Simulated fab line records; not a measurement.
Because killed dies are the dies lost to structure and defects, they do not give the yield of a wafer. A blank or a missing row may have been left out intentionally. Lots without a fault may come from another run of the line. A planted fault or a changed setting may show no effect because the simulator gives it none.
What tool caused it? / flow sky130 / 30 wafers from 10 lots sampled at 6 of the route's 708 steps

## WHAT THE GAUGES READ, wafer by wafer
SKY_RES_PROTECT_TW_MEAS_08. Usual: for POLY_GATE_TW the level is 4049 and the standard deviation is 24.
lot=L321; measured=day 17 14:53; on=filmMetro-03; POLY_GATE_TW=4017 4008 4022; flag=
lot=L322; measured=day 17 23:39; on=filmMetro-03; POLY_GATE_TW=4035 4019 4018; flag=
lot=L323; measured=day 18 04:50; on=filmMetro-03; POLY_GATE_TW=4066 4031 4029; flag=
lot=L324; measured=day 18 10:31; on=filmMetro-01; POLY_GATE_TW=4064 4047 4037; flag=
lot=L331; measured=day 21 07:50; on=filmMetro-01; POLY_GATE_TW=4033 4046 4035; flag=
lot=L332; measured=day 21 12:10; on=filmMetro-04; POLY_GATE_TW=4100 4101 4081; flag=
lot=L333; measured=day 21 12:49; on=filmMetro-04; POLY_GATE_TW=4091 4077 4089; flag=
lot=L334; measured=day 22 06:46; on=filmMetro-04; POLY_GATE_TW=4050 4067 4077; flag=
lot=L335; measured=day 22 15:36; on=filmMetro-01; POLY_GATE_TW=4059 4046 4054; flag=
lot=L337; measured=day 22 23:38; on=filmMetro-01; POLY_GATE_TW=4038 4010 4026; flag=

SKY_POLY_GATE_THK_MEAS_04. Usual: for POLY_GATE_CVD_03_THK the level is 74.8 nm and the standard deviation is 0.68.
lot=L321; measured=day 17 17:04; on=filmMetro-01; POLY_GATE_CVD_03_THK (nm)=74.8 75.0 74.8; flag=
lot=L322; measured=day 18 01:52; on=filmMetro-02; POLY_GATE_CVD_03_THK (nm)=55.7 54.8 55.2; flag=OFF
lot=L323; measured=day 18 06:18; on=filmMetro-01; POLY_GATE_CVD_03_THK (nm)=55.0 54.6 54.4; flag=OFF
lot=L324; measured=day 18 14:41; on=filmMetro-01; POLY_GATE_CVD_03_THK (nm)=54.5 54.8 55.0; flag=OFF
lot=L331; measured=day 21 09:19; on=filmMetro-04; POLY_GATE_CVD_03_THK (nm)=74.0 74.0 74.2; flag=
lot=L332; measured=day 21 13:55; on=filmMetro-04; POLY_GATE_CVD_03_THK (nm)=75.4 76.0 75.7; flag=
lot=L333; measured=day 21 16:19; on=filmMetro-01; POLY_GATE_CVD_03_THK (nm)=76.3 76.4 76.5; flag=
lot=L334; measured=day 22 08:17; on=filmMetro-02; POLY_GATE_CVD_03_THK (nm)=74.5 74.6 75.4; flag=
lot=L335; measured=day 22 17:04; on=filmMetro-04; POLY_GATE_CVD_03_THK (nm)=74.2 75.4 75.0; flag=
lot=L337; measured=day 23 01:07; on=filmMetro-04; POLY_GATE_CVD_03_THK (nm)=74.1 73.9 73.9; flag=

SKY_LDD_HVN_OVL_MEAS_07. Usual: for LDD_HVN_OVL the level is -0.5 nm and the standard deviation is 1.5.
lot=L321; measured=day 23 04:55; on=overlay-02; LDD_HVN_OVL (nm)=-0.8 -2.0 -0.1; flag=
lot=L322; measured=day 23 09:09; on=overlay-01; LDD_HVN_OVL (nm)=1.4 -1.2 -1.1; flag=
lot=L323; measured=day 23 13:56; on=overlay-01; LDD_HVN_OVL (nm)=0.6 0.1 2.2; flag=
lot=L324; measured=day 23 18:26; on=overlay-01; LDD_HVN_OVL (nm)=-2.5 -4.4 -2.8; flag=
lot=L331; measured=day 26 13:02; on=overlay-01; LDD_HVN_OVL (nm)=-0.4 0.0 -1.2; flag=
lot=L332; measured=day 26 16:47; on=overlay-02; LDD_HVN_OVL (nm)=-3.4 -1.9 -3.3; flag=
lot=L333; measured=day 26 20:16; on=overlay-01; LDD_HVN_OVL (nm)=-1.1 0.3 -0.6; flag=
lot=L334; measured=day 27 10:14; on=overlay-01; LDD_HVN_OVL (nm)=-0.2 -2.0 0.1; flag=
lot=L335; measured=day 27 19:14; on=overlay-01; LDD_HVN_OVL (nm)=-2.2 -1.9 -1.2; flag=
lot=L337; measured=day 28 02:23; on=overlay-01; LDD_HVN_OVL (nm)=2.2 3.2 2.0; flag=

## TOOL THAT RAN EACH LOT (tool first, then ch and the chambers of the sampled wafers, then the start)
lot=L321; SKY_SONOS_ONO_STRIP_17=plasmaAsher-02 ch 0,1, day 15 00:20; SKY_POLY_GATE_CVD_03=lpcvd-02 ch 0, day 17 15:41; SKY_POLY_GATE_ETCH_16=rieDiel-03 ch 1,3, day 18 23:52
lot=L322; SKY_SONOS_ONO_STRIP_17=plasmaAsher-03 ch 0,1, day 15 07:55; SKY_POLY_GATE_CVD_03=lpcvd-02 ch 1, day 18 00:29; SKY_POLY_GATE_ETCH_16=rieDiel-04 ch 1,2,3, day 19 09:08
lot=L323; SKY_SONOS_ONO_STRIP_17=plasmaAsher-02 ch 0,1, day 15 11:07; SKY_POLY_GATE_CVD_03=lpcvd-02 ch 0, day 18 04:56; SKY_POLY_GATE_ETCH_16=rieDiel-03 ch 0,1, day 19 13:20
lot=L324; SKY_SONOS_ONO_STRIP_17=plasmaAsher-01 ch 0,1, day 15 15:28; SKY_POLY_GATE_CVD_03=lpcvd-02 ch 1, day 18 13:19; SKY_POLY_GATE_ETCH_16=rieDiel-04 ch 0,1,3, day 19 20:50
lot=L331; SKY_SONOS_ONO_STRIP_17=plasmaAsher-01 ch 1, day 18 12:01; SKY_POLY_GATE_CVD_03=lpcvd-02 ch 0, day 21 07:57; SKY_POLY_GATE_ETCH_16=rieDiel-02 ch 0,1,3, day 22 16:50
lot=L332; SKY_SONOS_ONO_STRIP_17=plasmaAsher-03 ch 0,1, day 18 15:19; SKY_POLY_GATE_CVD_03=lpcvd-02 ch 0, day 21 12:31; SKY_POLY_GATE_ETCH_16=rieDiel-02 ch 0,3, day 22 20:09
lot=L333; SKY_SONOS_ONO_STRIP_17=plasmaAsher-03 ch 0,1, day 18 18:44; SKY_POLY_GATE_CVD_03=lpcvd-02 ch 1, day 21 14:56; SKY_POLY_GATE_ETCH_16=rieDiel-02 ch 0,1,3, day 23 00:05
lot=L334; SKY_SONOS_ONO_STRIP_17=plasmaAsher-02 ch 0,1, day 19 10:32; SKY_POLY_GATE_CVD_03=lpcvd-02 ch 0, day 22 06:54; SKY_POLY_GATE_ETCH_16=rieDiel-04 ch 0,3, day 23 15:08
lot=L335; SKY_SONOS_ONO_STRIP_17=plasmaAsher-01 ch 0,1, day 19 21:10; SKY_POLY_GATE_CVD_03=lpcvd-02 ch 1, day 22 15:42; SKY_POLY_GATE_ETCH_16=rieDiel-02 ch 0,1,2, day 23 23:47
lot=L337; SKY_SONOS_ONO_STRIP_17=plasmaAsher-01 ch 0,1, day 20 05:13; SKY_POLY_GATE_CVD_03=lpcvd-02 ch 1, day 22 23:45; SKY_POLY_GATE_ETCH_16=rieDiel-03 ch 0,2,3, day 24 07:53
- SKY_SONOS_ONO_STRIP_17: strips in O2/N2.
- SKY_POLY_GATE_CVD_03: deposits Si3N4 from DCS/NH3, target thk 75 nm, time 1290 s.
- SKY_POLY_GATE_ETCH_16: etches Si3N4 in CH3F/O2, stops on poly-Si, time 147.5 s, target depth 75 nm.

## AS READ BY THE TOOLS THEMSELVES (means over the sampled wafers that have a number; for cases with no such wafer, the mark the record gives instead)
SKY_SONOS_ONO_STRIP_17. Usual: chamberPressureMTorr 1499.9 mTorr, standard deviation 1.4; drypumpMotorCurrentA 5.9 A, standard deviation 0.6; oesProductAu 0.710 a.u., standard deviation 0.0045; stripTimeToEndpointS 14.09 s, standard deviation 0.036.
lot=L321; tool=plasmaAsher-02; chamberPressureMTorr (mTorr)=1500.9; drypumpMotorCurrentA (A)=5.7; oesProductAu (a.u.)=0.711; stripTimeToEndpointS (s)=14.04; flag=
lot=L322; tool=plasmaAsher-03; chamberPressureMTorr (mTorr)=1499.4; drypumpMotorCurrentA (A)=5.7; oesProductAu (a.u.)=0.714; stripTimeToEndpointS (s)=14.09; flag=
lot=L323; tool=plasmaAsher-02; chamberPressureMTorr (mTorr)=1500.0; drypumpMotorCurrentA (A)=5.7; oesProductAu (a.u.)=0.710; stripTimeToEndpointS (s)=14.09; flag=
lot=L324; tool=plasmaAsher-01; chamberPressureMTorr (mTorr)=1499.5; drypumpMotorCurrentA (A)=5.9; oesProductAu (a.u.)=0.709; stripTimeToEndpointS (s)=14.10; flag=
lot=L331; tool=plasmaAsher-01; chamberPressureMTorr (mTorr)=1499.4; drypumpMotorCurrentA (A)=6.4; oesProductAu (a.u.)=0.709; stripTimeToEndpointS (s)=14.08; flag=
lot=L332; tool=plasmaAsher-03; chamberPressureMTorr (mTorr)=1498.9; drypumpMotorCurrentA (A)=5.7; oesProductAu (a.u.)=0.709; stripTimeToEndpointS (s)=14.08; flag=
lot=L333; tool=plasmaAsher-03; chamberPressureMTorr (mTorr)=1500.3; drypumpMotorCurrentA (A)=5.3; oesProductAu (a.u.)=0.707; stripTimeToEndpointS (s)=14.12; flag=
lot=L334; tool=plasmaAsher-02; chamberPressureMTorr (mTorr)=1499.2; drypumpMotorCurrentA (A)=5.7; oesProductAu (a.u.)=0.712; stripTimeToEndpointS (s)=14.05; flag=
lot=L335; tool=plasmaAsher-01; chamberPressureMTorr (mTorr)=1500.7; drypumpMotorCurrentA (A)=6.2; oesProductAu (a.u.)=0.711; stripTimeToEndpointS (s)=14.12; flag=
lot=L337; tool=plasmaAsher-01; chamberPressureMTorr (mTorr)=1500.2; drypumpMotorCurrentA (A)=5.9; oesProductAu (a.u.)=0.707; stripTimeToEndpointS (s)=14.11; flag=

SKY_POLY_GATE_ETCH_16. Usual: chamberPressureMTorr 24.999 mTorr, standard deviation 0.02; drypumpMotorCurrentA 5.4 A, standard deviation 0.39; oesProductAu 0.639 a.u., standard deviation 0.0052; throttleValvePct 10.535 %, standard deviation 0.0087.
lot=L321; tool=rieDiel-03; chamberPressureMTorr (mTorr)=25.011; drypumpMotorCurrentA (A)=5.1; oesProductAu (a.u.)=0.636; throttleValvePct (%)=10.536; flag=
lot=L322; tool=rieDiel-04; chamberPressureMTorr (mTorr)=25.000; drypumpMotorCurrentA (A)=6.0; oesProductAu (a.u.)=0.573; throttleValvePct (%)=10.517; flag=OFF
lot=L323; tool=rieDiel-03; chamberPressureMTorr (mTorr)=25.004; drypumpMotorCurrentA (A)=5.1; oesProductAu (a.u.)=0.568; throttleValvePct (%)=10.523; flag=OFF
lot=L324; tool=rieDiel-04; chamberPressureMTorr (mTorr)=25.001; drypumpMotorCurrentA (A)=5.9; oesProductAu (a.u.)=0.573; throttleValvePct (%)=10.525; flag=OFF
lot=L331; tool=rieDiel-02; chamberPressureMTorr (mTorr)=25.001; drypumpMotorCurrentA (A)=5.4; oesProductAu (a.u.)=0.639; throttleValvePct (%)=10.534; flag=
lot=L332; tool=rieDiel-02; chamberPressureMTorr (mTorr)=25.004; drypumpMotorCurrentA (A)=5.2; oesProductAu (a.u.)=0.640; throttleValvePct (%)=10.529; flag=
lot=L333; tool=rieDiel-02; chamberPressureMTorr (mTorr)=25.016; drypumpMotorCurrentA (A)=5.4; oesProductAu (a.u.)=0.647; throttleValvePct (%)=10.526; flag=
lot=L334; tool=rieDiel-04; chamberPressureMTorr (mTorr)=24.989; drypumpMotorCurrentA (A)=6.1; oesProductAu (a.u.)=0.641; throttleValvePct (%)=10.539; flag=
lot=L335; tool=rieDiel-02; chamberPressureMTorr (mTorr)=25.000; drypumpMotorCurrentA (A)=5.4; oesProductAu (a.u.)=0.643; throttleValvePct (%)=10.536; flag=
lot=L337; tool=rieDiel-03; chamberPressureMTorr (mTorr)=25.021; drypumpMotorCurrentA (A)=5.4; oesProductAu (a.u.)=0.633; throttleValvePct (%)=10.522; flag=

## THE ANSWER, worked out from the rows above alone
Rule: a lot is off if the mean of its wafers that have a number lies more than 3 standard deviations from the usual mean. A lot without any number at a reading at which 4 lots or more have one is off too. All remaining lots with rows at the step are treated as sound. Order of review: gauges by route order, followed by the tools' own readings, for which a lot's mean as printed above is used. The first step at which some lot is off is used, and at that step the reading that is off furthest; a lot without a number counts as furthest.
Off: L322, L323, L324, at SKY_POLY_GATE_THK_MEAS_04 (POLY_GATE_CVD_03_THK).
A tool fits if, at a process step before that reading, it ran every lot that is off, and no sound lot after the first of them. The gauges at SKY_POLY_GATE_THK_MEAS_04 aren't tried: what is off there is off at SKY_POLY_GATE_ETCH_16 too, on other tools, and a gauge's error can't cause that. Of those tried, none fits.

## WHAT THE SIMULATOR HAD PUT IN
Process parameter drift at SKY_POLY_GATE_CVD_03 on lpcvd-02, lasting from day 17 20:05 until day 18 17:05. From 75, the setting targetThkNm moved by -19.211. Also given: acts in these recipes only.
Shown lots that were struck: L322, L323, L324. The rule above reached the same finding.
